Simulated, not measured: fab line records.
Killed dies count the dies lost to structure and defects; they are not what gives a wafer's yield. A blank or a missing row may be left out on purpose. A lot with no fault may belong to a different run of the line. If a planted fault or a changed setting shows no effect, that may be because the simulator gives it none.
Split-lot study	flow sky130	23 wafers read from 5 lots, route of 708 steps

== ON THE SPLIT ==
At SKY_CAP2M_COAT_07 (resist thk 1140 nm), the setting resistThkNm was moved away from the recipe's 1140 nm on 5 of the 23 wafers read, by -1.9% to +5.1%. For the rest of the wafers, this setting stayed at what the recipe calls for.

The reading is taken at the split's own step.

== THE READING ==
NOVOLAK_of_CAP2M_COAT_07.thkNm (the simulator's own value, which no gauge read), in nm, at SKY_CAP2M_COAT_07 (resist thk 1140 nm). There is no usual value for it anywhere in the file. The 18 wafers here that ran the recipe average 1143 nm, standard deviation 2.3 nm.

wafer	tool, chamber at the split	resistThkNm as run, nm	against the recipe	NOVOLAK_of_CAP2M_COAT_07.thkNm, nm	against lot-mates on the recipe
L074.1	lithoTrack-01, 0	1140	recipe	1142	-
L074.2	lithoTrack-01, 0	1118	-1.9%	1117	-27
L074.4	lithoTrack-01, 0	1140	recipe	1146	-
L074.5	lithoTrack-01, 0	1118	-1.9%	1119	-25
L074.6	lithoTrack-01, 0	1140	recipe	1143	-
L078.1	lithoTrack-04, 0	1140	recipe	1142	-
L078.3	lithoTrack-04, 0	1140	recipe	1142	-
L078.2	lithoTrack-04, 0	1140	recipe	1145	-
L078.5	lithoTrack-04, 0	1140	recipe	1140	-
L078.6	lithoTrack-04, 0	1140	recipe	1140	-
L079.1	lithoTrack-01, 0	1140	recipe	1144	-
L079.5	lithoTrack-01, 0	1140	recipe	1144	-
L079.4	lithoTrack-01, 0	1140	recipe	1149	-
L080.1	lithoTrack-04, 0	1140	recipe	1142	-
L080.2	lithoTrack-04, 0	1198	+5.1%	1200	+58
L080.5	lithoTrack-04, 0	1198	+5.1%	1200	+58
L080.4	lithoTrack-04, 0	1140	recipe	1141	-
L080.6	lithoTrack-04, 0	1198	+5.1%	1201	+60
L082.2	lithoTrack-02, 0	1140	recipe	1144	-
L082.3	lithoTrack-02, 0	1140	recipe	1142	-
L082.4	lithoTrack-02, 0	1140	recipe	1143	-
L082.5	lithoTrack-02, 0	1140	recipe	1140	-
L082.6	lithoTrack-02, 0	1140	recipe	1145	-

FIT RESULTS
A straight line over all 23 wafers: NOVOLAK_of_CAP2M_COAT_07.thkNm changes by +11.5 nm for each +1% of resistThkNm; r = +0.99; the points scatter about the line by 2.3 nm.
The same after taking each lot's own level away (the mean of its wafers on the recipe; 23 wafers): +11.8 nm for each +1%; r = +1.00; scatter 1.9 nm.
Per that fit: largest resistThkNm move, reading shift of 60 nm.
From 1141.5 to 1145.7 nm: that is the span of the lots' own levels, equal to 1.8 times the standard deviation above.
Consequently the slope shifts little with the lot-to-lot level, the two slopes agreeing.
Check: with one of the wafers moved furthest among these (+5.1%) left out of the fit, the line predicts +59.9 nm for it against its lot-mates. It came out at +58.5 nm against them.

== THE WHOLE CHAIN: every reading that the file lists as answering this split, in the file's order ==
step	what it does	reading	change (the file's fit)	r (the file's)
SKY_CAP2M_COAT_07	resist thk 1140 nm	NOVOLAK_of_CAP2M_COAT_07.thkNm (the simulator's own value, which no gauge read)	+11.8 nm for each +1% of the setting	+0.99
SKY_CAP2M_STRIP_14	strips in O2/N2	stripTimeToEndpointS	withheld for each +1% of the setting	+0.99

== THE FILE'S OWN FIT ==
NOVOLAK_of_CAP2M_COAT_07.thkNm changes by +11.8 nm for each +1% of resistThkNm, r = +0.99.
